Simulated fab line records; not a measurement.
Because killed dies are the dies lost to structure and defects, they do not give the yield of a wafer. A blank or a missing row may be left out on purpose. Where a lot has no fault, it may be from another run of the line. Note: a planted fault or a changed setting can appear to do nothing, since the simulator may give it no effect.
Chamber matching | flow sky130 | SKY_VIA1_HDPCVD_00 on hdpcvd-02: 3 sister chambers
The step deposits SiO2, target thk 1030 nm, time 171.7 s. 3 wafers are shown with their chamber, then 7 later ones without.

== WAFERS WITH THEIR CHAMBER ==
wafer  | chamber | susceptor temp C (C)
L248.4 | 1       | 399.77
L248.5 | 0       | 400.04
L253.4 | 2       | 399.86

== WAFERS WHOSE CHAMBER IS MISSING ==
wafer  | susceptor temp C (C)
L253.5 | 400.19
L257.2 | 400.23
L257.4 | 400.28
L257.6 | 400.19
L260.2 | 400.09
L260.3 | 399.75
L260.6 | 399.95

== THE CHAMBER EACH PASSED THROUGH ==
wafer  | from the rows above          | in truth
L253.5 | can't be placed: 0 or 2 or 1 | 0
L257.2 | can't be placed: 0 or 2 or 1 | 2
L257.4 | can't be placed: 0 or 2 or 1 | 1
L257.6 | can't be placed: 0 or 2 or 1 | 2
L260.2 | can't be placed: 0 or 2 or 1 | 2
L260.3 | can't be placed: 1 or 2 or 0 | 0
L260.6 | can't be placed: 2 or 0 or 1 | 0
0 of 7 placed correctly. Unplaceable from these rows: 7, with the true chamber sitting among the candidates in 7. Placed wrongly: 0.
How it was worked out, from the rows above alone: a wafer's distance from a chamber is the root of the sum, over the readings, of the square of ((its reading less the chamber's mean) divided by the reading's scatter). The wafer belongs to the nearest chamber; if the next one is less than 2 further off, it can't be placed. The mean given for a chamber averages the wafers shown for that chamber. The scatter (one wafer shown for each chamber): square how far every hidden wafer sits from the nearest shown wafer, average those squares and take the square root.
